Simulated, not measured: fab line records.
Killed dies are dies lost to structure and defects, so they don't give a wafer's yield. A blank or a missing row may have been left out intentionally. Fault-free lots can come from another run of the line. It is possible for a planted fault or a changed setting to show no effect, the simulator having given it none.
Code-filled problem report in 8D (eight disciplines) form || flow sky130 || the parts of the form that need people (team, actions taken, sign-off) are left out

## 1. WHAT IS WRONG
At SKY_SD_N_RTA_14, ramp_up_c_per_s averages 45.00 over 6 wafers from 2 lots, while fault-free wafers read 150.00, standard deviation 0.028. So: -99 or more standard deviations from the usual mean.
The step: time 2 s.
The first sign was on wafer L325.2 at day 32 14:35, on rtp_anneal-01. The record holds 42 wafers of 14 lots with a number at this step. Rule for "out", or "out of limits": more than 4 standard deviations from the usual mean. The rest of the wafers with a number are treated as sound.

## 2. WHAT THIS IS AND IS NOT
{"question": "which readings at this step", "is": "ramp_up_c_per_s", "is not": "lamp_power_pct, wafer_temp_C_max"}
{"question": "which lots", "is": "L325, L326", "is not": "L312, L313, L314, L315, L316, L317, L318, L319, L328, L331, L333, L335"}
{"question": "which wafers of those lots", "is": "all that have a number", "is not": "-"}
{"question": "read on which tools", "is": "rtp_anneal-01", "is not": "rtp_anneal-02"}
{"question": "when", "is": "from day 32 14:35", "is not": "up to then (24 sound wafers); but 12 sound wafers of L328, L331, L333, L335 came after"}

## 3. THE SUSPECTS, EACH WITH WHAT RULES IT OUT
Counting: a tool stays on the suspect list if, at a process step up to the reading, it processed all lots that are out and no sound lot following the first of them.
- rtp_anneal-01 at SKY_SD_N_RTA_14 (time 2 s): kept. It processed each lot that is out, first L325 at day 32 14:35, and no sound lot thereafter; up to then, the last sound lot it processed was L318 at day 29 10:51. Its own readings are out on those wafers: ramp_up_c_per_s.
Left after counting: rtp_anneal-01 at SKY_SD_N_RTA_14.

## 4. THE CAUSE (what the simulator had put in)
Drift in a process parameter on rtp_anneal-01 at SKY_SD_N_RTA_14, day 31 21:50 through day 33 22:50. Setting ramp_up_c_per_s shifted by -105 from 150. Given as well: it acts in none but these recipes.
Counting left only this tool.

## 5. THE EFFECT CHAIN, in route order
One row per reading whose mean, taken over the struck wafers that have a number, lies over 3 standard deviations from the usual. Only readings whose record carries a usual standard deviation are examined. hours: median over the lots of the time between each lot's start at the first step of this table that gives one and its start at this step. sigmas: the change, counted in usual standard deviations.
{"hours": 0, "step": "SKY_SD_N_RTA_14", "reading": "ramp_up_c_per_s", "usual": 150.00, "on struck wafers": 45.00, "change": -105.00, "sigmas": "-99 or more"}
It contains these process steps:
- SKY_SD_N_RTA_14: time 2 s.
Later steps that measure or inspect, where all struck wafers having a row at the step show a number for every such reading and not one has moved that far: SKY_LI_CONTACT_RS_MEAS_22, SKY_LOCAL_INTERCONNECT_RS_MEAS_01.

## 6. HOW IT WOULD HAVE BEEN CAUGHT EARLIER
17 hours passed between the start of the fault at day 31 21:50 and the first reading out of limits in this record, taken at day 32 14:35.
